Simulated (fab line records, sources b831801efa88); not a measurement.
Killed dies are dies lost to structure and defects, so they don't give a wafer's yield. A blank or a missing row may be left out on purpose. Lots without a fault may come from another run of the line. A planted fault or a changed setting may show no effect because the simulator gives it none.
fab line records | flow gf180mcu
record lots=5 wafers=15 last_day=33
route steps=602 shown TOP_METAL@571 PASSIVATION@587
lots that met no fault: from a run of the same line without faults
start_h: hours from the record's first day to the start of the lot's first wafer shown | wait_h: hours since the lot's step before | " the same as in the row above | L1.1+2: a row that stands for several wafers | - no value, or no start given | * or withheld: withheld | < > ~ a bound
route shown NAME@n: a module of which the file shows steps, and the number in the route of the first | usual: mean/standard deviation of fault-free wafers | same: alike in all rows | chamber/n: place in a boat | sites: the reading at each site | _std_site: their standard deviation | _edge_site: outer sites' mean less inner sites' | radius_mm: how far each site lies from the wafer's centre | mask NAME#n: copy n | behind: the tool/chamber that last shaped the wafer | hold: why the lot was held/for how many hours/how that ended | device: the transistor (n, p or np) that didn't switch | end of line: the same wafers' tests at the end of the route | a step without rows: its recipe alone | killed: dies lost to structure and defects at the first sort, not the wafer's yield | map: a wafer's dies, x killed, . not, _ none there
set.NAME: the setting as run; set.NAME@STEP: as run at that earlier step | model.NAME: the simulator's own value behind a step, which no gauge read
lots at some steps of the route; a table a step, a row a wafer
services: from which hour (start_h, from the record's first day; less than 0 if before it) a tool's chamber was out of use, for how many hours, and why
## steps
# step GF_TOP_METAL_SPUTTER_04
# recipe material=TiN target_thk_nm=25 power_w=6500 time_s=20.8 chamber_pressure_pa=0.4
# usual throttle_valve_pct=29.8/0.72
# columns lot.wafer tool chamber start_h wait_h throttle_valve_pct
L075.2 pvd_sputter-02 - 660.65 0.0 30.4
L075.3 " - " " 29.9
L075.4 " - " " 29.2
L077.1 pvd_sputter-02 - 675.22 0.0 30.5
L077.5 " - " " 29.4
L077.6 " - " " 28.8
L081.1 pvd_sputter-02 - 703.69 0.0 29.1
L081.4 " - " " 29.9
L081.6 " - " " 30.5
L083.2 pvd_sputter-02 - 716.83 0.0 30.3
L083.3 " - " " 29.7
L083.4 " - " " 29.3
L090.1 pvd_sputter-02 - 762.53 0.0 29.1
L090.2 " - " " 28.9
L090.6 " - " " 30.0
# step GF_TOP_METAL_RS_MEAS_05
# recipe thk_meas_gauge=four-point-probe reads=TiN_of_TOP_METAL_SPUTTER_04+Ti_of_TOP_METAL_SPUTTER_03+AlCu_of_TOP_METAL_SPUTTER_02+TiN_of_TOP_METAL_SPUTTER_01+Ti_of_TOP_METAL_SPUTTER_00
# usual TOP_METAL_ALCU_RS=0.0327/0.00038
# columns lot.wafer tool chamber start_h wait_h TOP_METAL_ALCU_RS[ohm/sq]
L075.2 film_metro-01 - 660.70 0.0 0.0331
L075.3 " - " " 0.0330
L075.4 " - " " 0.0330
L077.1 film_metro-01 - 675.25 0.0 0.0325
L077.5 " - " " 0.0325
L077.6 " - " " 0.0321
L081.1 film_metro-01 - 703.72 0.0 0.0324
L081.4 " - " " 0.0323
L081.6 " - " " 0.0327
L083.2 film_metro-02 - 716.88 0.0 0.0331
L083.3 " - " " 0.0328
L083.4 " - " " 0.0327
L090.1 film_metro-01 - 762.56 0.0 0.0323
L090.2 " - " " 0.0321
L090.6 " - " " 0.0325
# step GF_TOP_METAL_THK_MEAS_06
# recipe thk_meas_gauge=xrf reads=AlCu_of_TOP_METAL_SPUTTER_02
# usual TOP_METAL_ALCU_THK=905/11
# columns lot.wafer tool chamber start_h wait_h TOP_METAL_ALCU_THK[nm]
L075.2 film_metro-01 - 660.81 0.1 901
L075.3 " - " " 912
L075.4 " - " " 905
L077.1 film_metro-01 - 675.37 0.1 912
L077.5 " - " " 913
L077.6 " - " " 921
L081.1 film_metro-01 - 703.84 0.1 909
L081.4 " - " " 913
L081.6 " - " " 900
L083.2 film_metro-02 - 716.99 0.1 894
L083.3 " - " " 903
L083.4 " - " " 904
L090.1 film_metro-01 - 762.68 0.1 912
L090.2 " - " " 920
L090.6 " - " " 906
# step GF_TOP_METAL_DEHYDRATE_07
# recipe temp_c=200 time_s=60
# usual heater_power_total_W=160.37/0.13 resist_line_temp_C=23.04/0.11
# columns lot.wafer tool chamber start_h wait_h heater_power_total_W resist_line_temp_C
L075.2 litho_track-04 0 670.50 9.7 160.45 23.03
L075.3 " 0 " " 160.24 23.05
L075.4 " 0 " " 160.19 22.91
L077.1 litho_track-02 0 684.20 8.8 160.44 22.94
L077.5 " 0 " " 160.32 22.98
L077.6 " 0 " " 160.39 23.08
L081.1 litho_track-02 0 713.00 9.1 160.61 23.12
L081.4 " 0 " " 160.56 23.16
L081.6 " 0 " " 160.22 23.14
L083.2 litho_track-04 0 725.70 8.7 160.31 22.96
L083.3 " 0 " " 160.56 22.93
L083.4 " 0 " " 160.29 22.96
L090.1 litho_track-01 0 770.49 7.8 160.30 23.12
L090.2 " 0 " " 160.56 23.05
L090.6 " 0 " " 160.23 22.84
# step GF_TOP_METAL_HMDS_08
# recipe prime_time_s=60 prime_temp_c=120
# usual resist_line_temp_C=23.01/0.1
# columns lot.wafer tool chamber start_h wait_h resist_line_temp_C
L075.2 litho_track-04 0 670.65 0.1 22.94
L075.3 " 0 " " 22.98
L075.4 " 0 " " 22.97
L077.1 litho_track-02 0 684.35 0.1 22.89
L077.5 " 0 " " 22.86
L077.6 " 0 " " 22.86
L081.1 litho_track-02 0 713.15 0.1 22.88
L081.4 " 0 " " 22.93
L081.6 " 0 " " 22.86
L083.2 litho_track-04 0 725.85 0.1 23.05
L083.3 " 0 " " 23.09
L083.4 " 0 " " 23.01
L090.1 litho_track-01 0 770.64 0.1 22.95
L090.2 " 0 " " 23.05
L090.6 " 0 " " 22.93
# step GF_TOP_METAL_COAT_09
# recipe resist=NOVOLAK spin_rpm=3000 resist_thk_nm=1500
# usual resist_line_temp_C=23.00/0.1
# columns lot.wafer tool chamber start_h wait_h resist_line_temp_C
L075.2 litho_track-04 0 670.80 0.1 23.09
L075.3 " 0 " " 23.01
L075.4 " 0 " " 23.02
L077.1 litho_track-02 0 684.50 0.1 22.85
L077.5 " 0 " " 23.04
L077.6 " 0 " " 23.14
L081.1 litho_track-02 0 713.30 0.1 23.02
L081.4 " 0 " " 22.83
L081.6 " 0 " " 22.88
L083.2 litho_track-04 0 726.00 0.1 22.93
L083.3 " 0 " " 23.04
L083.4 " 0 " " 22.90
L090.1 litho_track-01 0 770.79 0.1 23.04
L090.2 " 0 " " 23.12
L090.6 " 0 " " 23.01
# step GF_TOP_METAL_SOFTBAKE_10
# recipe temp_c=90 time_s=58.13 resist=NOVOLAK
# usual heater_power_total_W=57.19/0.06 resist_line_temp_C=22.97/0.098
# columns lot.wafer tool chamber start_h wait_h heater_power_total_W resist_line_temp_C
L075.2 litho_track-04 0 670.95 0.1 57.20 22.85
L075.3 " 0 " " 57.17 23.04
L075.4 " 0 " " 57.13 23.07
L077.1 litho_track-02 0 684.65 0.1 57.24 22.95
L077.5 " 0 " " 57.27 22.98
L077.6 " 0 " " 57.23 22.89
L081.1 litho_track-02 0 713.45 0.1 57.18 23.01
L081.4 " 0 " " 57.25 22.90
L081.6 " 0 " " 57.22 23.00
L083.2 litho_track-04 0 726.15 0.1 57.16 23.02
L083.3 " 0 " " 57.24 22.89
L083.4 " 0 " " 57.13 22.83
L090.1 litho_track-01 0 770.94 0.1 57.19 23.08
L090.2 " 0 " " 57.20 23.04
L090.6 " 0 " " 57.10 23.11
# step GF_TOP_METAL_EXPOSE_11
# recipe mask_id=MetalTop target_cd_nm=440 na=0.6 source_shape=conventional sigma_outer=0.6 dose_mj=170
# same sigma_outer=0.6
# columns lot.wafer tool chamber start_h wait_h mask
L075.2+3+4 iline_stepper-01 0 - - MetalTop#0
L077.1+5+6 iline_stepper-01 0 - - MetalTop#0
L081.1+4+6 iline_stepper-02 0 - - MetalTop#0
L083.2+3+4 iline_stepper-02 0 - - MetalTop#0
L090.1+2+6 iline_stepper-01 0 - - MetalTop#0
# step GF_TOP_METAL_PEB_12
# recipe temp_c=withheld time_s=* resist=NOVOLAK
# usual resist_line_temp_C=*
# columns lot.wafer tool chamber start_h wait_h resist_line_temp_C
L075.2 litho_track-01 0 - - *
L075.3 " 0 " " *
L075.4 " 0 " " *
L077.1 litho_track-01 0 - - *
L077.5 " 0 " " *
L077.6 " 0 " " *
L081.1 litho_track-02 0 - - *
L081.4 " 0 " " *
L081.6 " 0 " " *
L083.2 litho_track-04 0 - - *
L083.3 " 0 " " *
L083.4 " 0 " " *
L090.1 litho_track-04 0 - - *
L090.2 " 0 " " *
L090.6 " 0 " " *
# step GF_TOP_METAL_DEVELOP_13
# recipe develop_time_s=60 dev_temp_c=23
# usual resist_line_temp_C=23.00/0.1
# columns lot.wafer tool chamber start_h wait_h resist_line_temp_C
L075.2 litho_track-01 0 680.46 0.1 22.99
L075.3 " 0 " " 23.05
L075.4 " 0 " " 23.03
L077.1 litho_track-01 0 694.39 0.1 22.89
L077.5 " 0 " " 22.85
L077.6 " 0 " " 22.87
L081.1 litho_track-02 0 721.95 0.1 22.88
L081.4 " 0 " " 23.03
L081.6 " 0 " " 23.09
L083.2 litho_track-04 0 735.10 0.1 23.09
L083.3 " 0 " " 23.01
L083.4 " 0 " " 23.03
L090.1 litho_track-04 0 778.88 0.1 23.06
L090.2 " 0 " " 22.95
L090.6 " 0 " " 23.11
# step GF_TOP_METAL_CD_MEAS_14
# recipe target_cd_nm=440
# usual cd_nm=439.8/2.9
# columns lot.wafer tool chamber start_h wait_h cd_nm
L075.2 cd_sem-01 - 680.61 0.1 438.3
L075.3 " - " " 437.2
L075.4 " - " " 438.6
L077.1 cd_sem-01 - 694.54 0.1 437.9
L077.5 " - " " 439.0
L077.6 " - " " 439.8
L081.1 cd_sem-02 - 722.10 0.1 441.3
L081.4 " - " " 442.7
L081.6 " - " " 439.9
L083.2 cd_sem-01 - 735.25 0.1 442.0
L083.3 " - " " 441.1
L083.4 " - " " 443.4
L090.1 cd_sem-02 - 779.03 0.1 437.1
L090.2 " - " " 436.7
L090.6 " - " " 435.9
# step GF_TOP_METAL_OVL_MEAS_15
# usual TOP_METAL_OVL=0.8/1.5
# columns lot.wafer tool chamber start_h wait_h TOP_METAL_OVL[nm]
L075.2 overlay-01 - 680.72 0.1 1.0
L075.3 " - " " -0.2
L075.4 " - " " 1.0
L077.1 overlay-02 - 694.66 0.1 2.3
L077.5 " - " " 0.8
L077.6 " - " " 0.5
L081.1 overlay-02 - 722.22 0.1 1.2
L081.4 " - " " 0.4
L081.6 " - " " 2.5
L083.2 overlay-01 - 735.35 0.1 0.5
L083.3 " - " " 1.9
L083.4 " - " " 0.1
L090.1 overlay-02 - 779.15 0.1 -1.0
L090.2 " - " " -0.8
L090.6 " - " " -0.1
# step GF_TOP_METAL_METAL_ETCH_16
# recipe chemistry=Cl2/BCl3 mask_material=NOVOLAK target_depth_nm=1077.5 stop_on=SiO2 pressure_mtorr=8 icp_w=800 bias_w=140 Cl2_flow_sccm=80 bcl3_flow_sccm=40 time_s=179.6
# usual drypump_motor_current_A=5.3/0.43 oes_product_au=0.966/0.0071 throttle_valve_pct=28.257/0.011
# columns lot.wafer tool chamber start_h wait_h drypump_motor_current_A oes_product_au rf_hours_counter_h throttle_valve_pct
L075.2 rie_metal-02 1 680.75 0.0 4.7 0.957 14 28.272
L075.3 " 0 " " 5.5 0.961 - 28.251
L075.4 " 1 " " 4.7 0.963 - 28.256
L077.1 rie_metal-02 0 694.70 0.0 5.5 0.974 11 28.233
L077.5 " 0 " " 5.5 0.969 - 28.250
L077.6 " 0 " " 5.4 0.973 - 28.262
L081.1 rie_metal-03 0 722.25 0.0 5.0 0.978 10 28.247
L081.4 " 1 " " 5.9 0.973 - 28.245
L081.6 " 0 " " 5.0 0.970 - 28.257
L083.2 rie_metal-02 1 735.38 0.0 4.8 0.964 0 28.259
L083.3 " 0 " " 5.5 0.965 - 28.271
L083.4 " 1 " " 4.8 0.968 - 28.258
L090.1 rie_metal-02 0 779.18 0.0 5.5 0.966 16 28.236
L090.2 " 1 " " 4.8 0.972 2 28.247
L090.6 " 1 " " 4.8 0.974 - 28.274
# step GF_TOP_METAL_STRIP_17
# recipe chemistry=O2/N2 power_w=1400 pressure_mtorr=1500 platen_temp_c=250 o2_flow_sccm=3000 n2_flow_sccm=300 overash_fraction=0.5
# usual drypump_motor_current_A=5.8/0.42 heater_power_w=309/39 n2_flow_sccm=300.1/0.87 oes_product_au=0.710/0.0047 strip_time_to_endpoint_s=13.49/0.084
# columns lot.wafer tool chamber start_h wait_h drypump_motor_current_A heater_power_w n2_flow_sccm oes_product_au rf_hours_counter_h strip_time_to_endpoint_s
L075.2 plasma_asher-02 1 680.92 0.1 6.1 308 299.1 0.708 62 13.51
L075.3 " 1 " " 6.1 303 300.1 0.707 - 13.47
L075.4 " 0 " " 6.5 395 298.3 0.709 - 13.48
L077.1 plasma_asher-02 1 695.05 0.3 6.1 300 299.0 0.708 63 13.50
L077.5 " 0 " " 6.5 397 300.1 0.714 - 13.48
L077.6 " 1 " " 6.1 316 299.4 0.711 - 13.46
L081.1 plasma_asher-03 0 722.43 0.1 6.1 304 300.9 0.711 95 13.65
L081.4 " 1 " " 5.7 278 299.6 0.712 - 13.54
L081.6 " 0 " " 6.1 291 301.3 0.713 - 13.55
L083.2 plasma_asher-02 0 735.56 0.1 6.5 406 300.4 0.703 68 13.41
L083.3 " 1 " " 6.1 299 302.2 0.717 - 13.53
L083.4 " 0 " " 6.5 398 299.7 0.716 - 13.44
L090.1 plasma_asher-01 0 779.36 0.1 5.7 268 300.1 0.719 36 13.60
L090.2 " 1 " " 5.1 314 300.2 0.705 36 13.51
L090.6 " 1 " " 5.1 319 299.9 0.708 - 13.40
# step GF_TOP_METAL_STRIP_18
# recipe chemistry=post_etch_residue_remover time_s=1200 temp_c=72.5
# columns lot.wafer tool chamber start_h wait_h
L075.2+3+4 wet_bench-03 0 681.02 0.1
L077.1+5+6 wet_bench-01 2 695.15 0.1
L081.1+4+6 wet_bench-03 3 722.53 0.1
L083.2+3+4 wet_bench-03 3 735.66 0.1
L090.1+2+6 wet_bench-03 0 779.46 0.1
# step GF_TOP_METAL_CLEAN_19
# recipe chemistry=DIW dry=n2_spin
# columns lot.wafer tool chamber start_h wait_h
L075.2+3+4 wet_bench-02 2 681.39 0.0
L077.1+5+6 wet_bench-02 1 695.49 0.0
L081.1+4+6 wet_bench-02 1 722.87 0.0
L083.2+3+4 wet_bench-02 1 736.00 0.0
L090.1+2+6 wet_bench-03 0 779.80 0.0
# step GF_PASSIVATION_CVD_00
# recipe material=SiO2 target_thk_nm=1000 precursor=TEOS temp_c=400 time_s=113.4 rf_w=600
# usual heater_power_w=698/120
# columns lot.wafer tool chamber start_h wait_h heater_power_w
L075.2 pecvd-02 0 681.58 0.0 657
L075.3 " 2 " " 932
L075.4 " 2 " " 1023
L077.1 pecvd-01 1 695.59 0.0 814
L077.5 " 2 " " 600
L077.6 " 1 " " 694
L081.1 pecvd-01 0 722.96 0.0 665
L081.4 " 1 " " 842
L081.6 " 0 " " 707
L083.2 pecvd-04 2 736.10 0.0 714
L083.3 " 1 " " 691
L083.4 " 1 " " 564
L090.1 pecvd-01 1 779.89 0.0 697
L090.2 " 0 " " 746
L090.6 " 0 " " 578
# step GF_PASSIVATION_THK_MEAS_01
# recipe reads=SiO2_of_PASSIVATION_CVD_00
# usual PASSIVATION_CVD_00_THK=1016/11
# columns lot.wafer tool chamber start_h wait_h PASSIVATION_CVD_00_THK[nm]
L075.2 film_metro-02 - 681.67 0.0 1007
L075.3 " - " " 1010
L075.4 " - " " 1026
L077.1 film_metro-02 - 695.67 0.0 1016
L077.5 " - " " 1024
L077.6 " - " " 1045
L081.1 film_metro-02 - 723.04 0.0 1011
L081.4 " - " " 1045
L081.6 " - " " 1032
L083.2 film_metro-03 - 736.19 0.0 1015
L083.3 " - " " 1009
L083.4 " - " " 1031
L090.1 film_metro-04 - 779.97 0.0 1015
L090.2 " - " " 1010
L090.6 " - " " 1018
# step GF_PASSIVATION_CVD_02
# recipe material=Si3N4 target_thk_nm=700 time_s=486.18 temp_c=400 rf_w=450
# usual heater_power_w=761/110 susceptor_temp_C=399.97/0.22
# columns lot.wafer tool chamber start_h wait_h heater_power_w susceptor_temp_C
L075.2 pecvd-01 2 681.72 0.0 767 400.12
L075.3 " 1 " " 851 400.13
L075.4 " 2 " " 770 400.08
L077.1 pecvd-04 0 695.73 0.1 724 400.45
L077.5 " 0 " " 722 400.49
L077.6 " 1 " " 711 399.68
L081.1 pecvd-02 0 723.10 0.1 616 400.11
L081.4 " 1 " " 738 400.06
L081.6 " 0 " " 649 399.87
L083.2 pecvd-02 2 736.24 0.0 890 399.92
L083.3 " 0 " " 637 400.35
L083.4 " 1 " " 600 399.94
L090.1 pecvd-04 1 780.03 0.1 662 400.17
L090.2 " 2 " " 744 399.99
L090.6 " 0 " " 732 399.73
# step GF_PASSIVATION_THK_MEAS_03
# recipe reads=Si3N4_of_PASSIVATION_CVD_02
# usual PASSIVATION_CVD_02_THK=697/9.2
# columns lot.wafer tool chamber start_h wait_h PASSIVATION_CVD_02_THK[nm]
L075.2 film_metro-04 - 682.01 0.2 697
L075.3 " - " " 701
L075.4 " - " " 713
L077.1 film_metro-03 - 696.01 0.1 708
L077.5 " - " " 713
L077.6 " - " " 702
L081.1 film_metro-02 - 723.38 0.1 695
L081.4 " - " " 699
L081.6 " - " " 705
L083.2 film_metro-04 - 736.53 0.2 694
L083.3 " - " " 679
L083.4 " - " " 699
L090.1 film_metro-04 - 780.32 0.1 688
L090.2 " - " " 700
L090.6 " - " " 705
# step GF_PASSIVATION_DEHYDRATE_04
# recipe temp_c=200 time_s=60
# usual heater_power_total_W=160.37/0.13 resist_line_temp_C=23.00/0.093
# columns lot.wafer tool chamber start_h wait_h heater_power_total_W resist_line_temp_C
L075.2 litho_track-02 0 690.87 8.8 160.42 22.92
L075.3 " 0 " " 160.35 23.02
L075.4 " 0 " " 160.28 22.94
L077.1 litho_track-03 0 705.05 9.0 160.19 22.92
L077.5 " 0 " " 160.63 22.90
L077.6 " 0 " " 160.30 22.97
L081.1 litho_track-02 0 732.14 8.8 160.41 22.86
L081.4 " 0 " " 160.53 22.94
L081.6 " 0 " " 160.39 23.11
L083.2 litho_track-04 0 744.85 8.3 160.29 23.01
L083.3 " 0 " " 160.25 23.10
L083.4 " 0 " " 160.44 22.88
L090.1 litho_track-02 0 787.99 7.7 160.28 23.04
L090.2 " 0 " " 160.35 23.10
L090.6 " 0 " " 160.49 23.16
# step GF_PASSIVATION_HMDS_05
# recipe prime_time_s=60 prime_temp_c=120
# usual resist_line_temp_C=23.02/0.11
# columns lot.wafer tool chamber start_h wait_h resist_line_temp_C
L075.2 litho_track-02 0 691.02 0.1 23.16
L075.3 " 0 " " 23.02
L075.4 " 0 " " 23.05
L077.1 litho_track-03 0 705.20 0.1 23.23
L077.5 " 0 " " 23.27
L077.6 " 0 " " 23.11
L081.1 litho_track-02 0 732.29 0.1 22.97
L081.4 " 0 " " 23.08
L081.6 " 0 " " 23.11
L083.2 litho_track-04 0 745.00 0.1 23.01
L083.3 " 0 " " 23.05
L083.4 " 0 " " 23.21
L090.1 litho_track-02 0 788.14 0.1 22.96
L090.2 " 0 " " 23.01
L090.6 " 0 " " 22.95
# step GF_PASSIVATION_COAT_06
# recipe spin_rpm=2000 resist_thk_nm=4000
# usual resist_line_temp_C=22.98/0.095
# columns lot.wafer tool chamber start_h wait_h resist_line_temp_C
L075.2 litho_track-02 0 691.17 0.1 22.92
L075.3 " 0 " " 22.96
L075.4 " 0 " " 22.90
L077.1 litho_track-03 0 705.35 0.1 22.86
L077.5 " 0 " " 22.90
L077.6 " 0 " " 22.99
L081.1 litho_track-02 0 732.44 0.1 23.22
L081.4 " 0 " " 23.02
L081.6 " 0 " " 22.91
L083.2 litho_track-04 0 745.15 0.1 22.99
L083.3 " 0 " " 22.98
L083.4 " 0 " " 23.04
L090.1 litho_track-02 0 788.29 0.1 23.09
L090.2 " 0 " " 23.00
L090.6 " 0 " " 22.97
# step GF_PASSIVATION_SOFTBAKE_07
# recipe temp_c=110 time_s=withheld
# usual heater_power_total_W=65.31/0.13 resist_line_temp_C=23.00/0.1
# columns lot.wafer tool chamber start_h wait_h heater_power_total_W resist_line_temp_C
L075.2 litho_track-02 0 691.33 0.1 65.49 22.93
L075.3 " 0 " " 65.41 23.14
L075.4 " 0 " " 65.54 22.87
L077.1 litho_track-03 0 705.50 0.1 65.35 22.98
L077.5 " 0 " " 65.57 22.89
L077.6 " 0 " " 65.27 23.09
L081.1 litho_track-02 0 732.59 0.1 65.26 23.09
L081.4 " 0 " " 65.23 22.96
L081.6 " 0 " " 65.56 22.96
L083.2 litho_track-04 0 745.31 0.1 65.29 22.95
L083.3 " 0 " " 65.20 23.05
L083.4 " 0 " " 65.46 22.91
L090.1 litho_track-02 0 788.44 0.1 65.22 23.04
L090.2 " 0 " " 65.32 22.91
L090.6 " 0 " " 65.22 22.98
# step GF_PASSIVATION_EXPOSE_08
# recipe mask_id=Pad target_cd_nm=40000 na=0.57 dose_mj=310
# columns lot.wafer tool chamber start_h wait_h mask
L075.2+3+4 iline_stepper-02 0 - - Pad#0
L077.1+5+6 iline_stepper-02 0 - - Pad#0
L081.1+4+6 iline_stepper-01 0 - - Pad#0
L083.2+3+4 iline_stepper-02 0 - - Pad#0
L090.1+2+6 iline_stepper-02 0 - - Pad#0
# step GF_PASSIVATION_PEB_09
# recipe temp_c=115 time_s=withheld
# usual heater_power_total_W=69.34/0.13 resist_line_temp_C=22.98/0.11
# columns lot.wafer tool chamber start_h wait_h heater_power_total_W resist_line_temp_C
L075.2 litho_track-02 0 - - 69.30 23.09
L075.3 " 0 " " 69.21 23.10
L075.4 " 0 " " 69.30 23.08
L077.1 litho_track-03 0 - - 69.18 22.91
L077.5 " 0 " " 69.41 23.31
L077.6 " 0 " " 69.24 23.15
L081.1 litho_track-02 0 - - 69.51 23.02
L081.4 " 0 " " 69.24 23.06
L081.6 " 0 " " 69.33 23.13
L083.2 litho_track-02 0 - - 69.33 22.98
L083.3 " 0 " " 69.32 23.08
L083.4 " 0 " " 69.47 22.86
L090.1 litho_track-02 0 - - 69.33 23.05
L090.2 " 0 " " 69.27 23.18
L090.6 " 0 " " 69.44 23.10
# step GF_PASSIVATION_DEVELOP_10
# recipe develop_time_s=60 dev_temp_c=23
# usual resist_line_temp_C=22.99/0.096
# columns lot.wafer tool chamber start_h wait_h resist_line_temp_C
L075.2 litho_track-02 0 - - 22.89
L075.3 " 0 " " 23.07
L075.4 " 0 " " 23.06
L077.1 litho_track-03 0 - - 22.93
L077.5 " 0 " " 22.91
L077.6 " 0 " " 23.02
L081.1 litho_track-02 0 - - 23.13
L081.4 " 0 " " 23.07
L081.6 " 0 " " 22.99
L083.2 litho_track-02 0 - - 23.08
L083.3 " 0 " " 22.92
L083.4 " 0 " " 22.95
L090.1 litho_track-02 0 - - 22.87
L090.2 " 0 " " 22.90
L090.6 " 0 " " 22.92
# step GF_PASSIVATION_ETCH_11
# recipe chemistry=CF4/O2 target_depth_nm=1800 stop_on=TiN source_w=800 bias_w=150 pressure_mtorr=150 cf4_flow_sccm=80 O2_flow_sccm=10 time_s=400
# usual drypump_motor_current_A=5.8/0.46 oes_product_au=0.967/0.0068 throttle_valve_pct=5.962/0.0092
# columns lot.wafer tool chamber start_h wait_h drypump_motor_current_A oes_product_au rf_hours_counter_h throttle_valve_pct
L075.2 rie_diel-04 2 700.95 - 5.5 0.960 3 5.961
L075.3 " 0 " " 5.3 0.969 20 5.961
L075.4 " 0 " " 5.4 0.972 - 5.964
L077.1 rie_diel-03 0 714.75 - 6.4 0.968 19 5.966
L077.5 " 1 " " 5.7 0.978 - 5.967
L077.6 " 2 " " 6.2 0.975 - 5.971
L081.1 rie_diel-03 0 741.54 - 6.4 0.976 21 5.953
L081.4 " 2 " " 6.2 0.976 - 5.962
L081.6 " 0 " " 6.4 0.977 - 5.969
L083.2 rie_diel-03 0 753.69 - 6.4 0.960 21 5.952
L083.3 " 3 " " 5.5 0.960 24 5.944
L083.4 " 1 " " 5.8 0.973 24 5.954
L090.1 rie_diel-04 3 796.89 - 5.2 0.963 17 5.959
L090.2 " 0 " " 5.4 0.962 25 5.944
L090.6 " 0 " " 5.4 0.964 - 5.976
# step GF_PASSIVATION_STRIP_12
# recipe chemistry=O2/N2 power_w=1400 pressure_mtorr=1500 platen_temp_c=250 o2_flow_sccm=3000 n2_flow_sccm=300 overash_fraction=0.5
# usual drypump_motor_current_A=5.9/0.34 heater_power_w=323/43 n2_flow_sccm=299.9/0.93 oes_product_au=0.719/0.0042 strip_time_to_endpoint_s=34.67/0.3
# columns lot.wafer tool chamber start_h wait_h drypump_motor_current_A heater_power_w n2_flow_sccm oes_product_au rf_hours_counter_h strip_time_to_endpoint_s
L075.2 plasma_asher-03 1 701.18 0.1 5.6 276 301.1 0.716 92 34.69
L075.3 " 1 " " 5.6 275 300.3 0.715 - 34.80
L075.4 " 0 " " 6.1 297 300.9 0.719 - 34.80
L077.1 plasma_asher-02 0 714.99 0.1 6.5 393 299.5 0.714 65 34.30
L077.5 " 1 " " 6.1 305 301.1 0.721 - 35.06
L077.6 " 0 " " 6.5 407 299.5 0.719 - 34.71
L081.1 plasma_asher-03 0 741.78 0.1 6.0 300 299.2 0.724 98 34.06
L081.4 " 1 " " 5.6 284 300.1 0.713 - 34.44
L081.6 " 0 " " 6.1 303 300.8 0.720 - 34.17
L083.2 plasma_asher-03 0 753.93 0.1 6.0 302 301.0 0.724 99 33.95
L083.3 " 1 " " 5.6 283 300.0 0.716 - 34.32
L083.4 " 0 " " 6.0 299 300.3 0.712 - 34.68
L090.1 plasma_asher-02 1 797.13 0.1 6.1 307 299.5 0.720 75 35.03
L090.2 " 0 " " 6.5 402 299.3 0.720 75 34.81
L090.6 " 0 " " 6.5 394 300.1 0.718 - 34.68
# step GF_PASSIVATION_ANNEAL_13
# recipe temp_c=400 time_s=1800 ambient=N2/H2 idle_temp_c=300 ramp_up_c_per_min=10 ramp_down_c_per_min=3
# usual spike_tc_bottom_C=421.5/1.5
# columns lot.wafer tool chamber start_h wait_h spike_tc_bottom_C
L075.2 furnace-01 0 701.28 0.1 419.2
L075.3 " 0 " " 421.4
L075.4 " 0 " " 419.8
L077.1 furnace-01 0 715.09 0.1 421.1
L077.5 " 0 " " 420.4
L077.6 " 0 " " 422.0
L081.1 furnace-01 0 741.88 0.1 419.5
L081.4 " 0 " " 420.0
L081.6 " 0 " " 418.8
L083.2 furnace-02 0 754.03 0.1 421.2
L083.3 " 0 " " 423.5
L083.4 " 0 " " 423.9
L090.1 furnace-02 0 797.23 0.1 421.0
L090.2 " 0 " " 425.0
L090.6 " 0 " " 422.7
# step GF_PASSIVATION_BOW_MEAS_14
# recipe mode=bow
# usual PASSIVATION_BOW=141/12
# columns lot.wafer tool chamber start_h wait_h PASSIVATION_BOW[um]
L075.2 film_metro-04 - 702.80 0.0 144
L075.3 " - " " 128
L075.4 " - " " 123
L077.1 film_metro-04 - 716.59 0.0 162
L077.5 " - " " 147
L077.6 " - " " 156
L081.1 film_metro-04 - 743.38 0.0 132
L081.4 " - " " 138
L081.6 " - " " 136
L083.2 film_metro-03 - 755.56 0.0 149
L083.3 " - " " 151
L083.4 " - " " 149
L090.1 film_metro-03 - 798.73 0.0 150
L090.2 " - " " 147
L090.6 " - " " 158
## services
# columns tool chamber start_h hours kind
wet_bench-02 - 643.59 5.2 repair
pvd_sputter-02 - 645.18 3.2 repair
iline_stepper-02 - 664.44 1.7 pm
furnace-01 - 671.50 2.5 pm
iline_stepper-01 - 674.10 3.3 repair
pvd_sputter-02 - 675.39 3.6 repair
iline_stepper-01 - 676.56 2.1 repair
rie_diel-03 3 680.05 63.3 repair
rie_metal-02 1 693.31 9.1 repair
rie_diel-03 1 699.38 3.5 repair
rie_metal-02 1 706.81 6.7 repair
pecvd-04 1 713.25 18.0 repair
iline_stepper-01 - 713.26 2.1 pm
iline_stepper-01 - 719.65 2.1 repair
pecvd-04 2 726.49 6.7 repair
pecvd-02 1 737.00 10.5 repair
pecvd-01 0 741.14 3.9 repair
pvd_sputter-02 - 742.30 0.9 repair
iline_stepper-01 - 745.12 1.9 repair
pecvd-01 1 754.39 18.0 repair
plasma_asher-03 - 759.12 2.8 pm
iline_stepper-01 - 781.07 1.7 pm
wet_bench-03 - 794.30 2.2 repair
iline_stepper-02 - 796.72 1.6 repair
## key
fault none
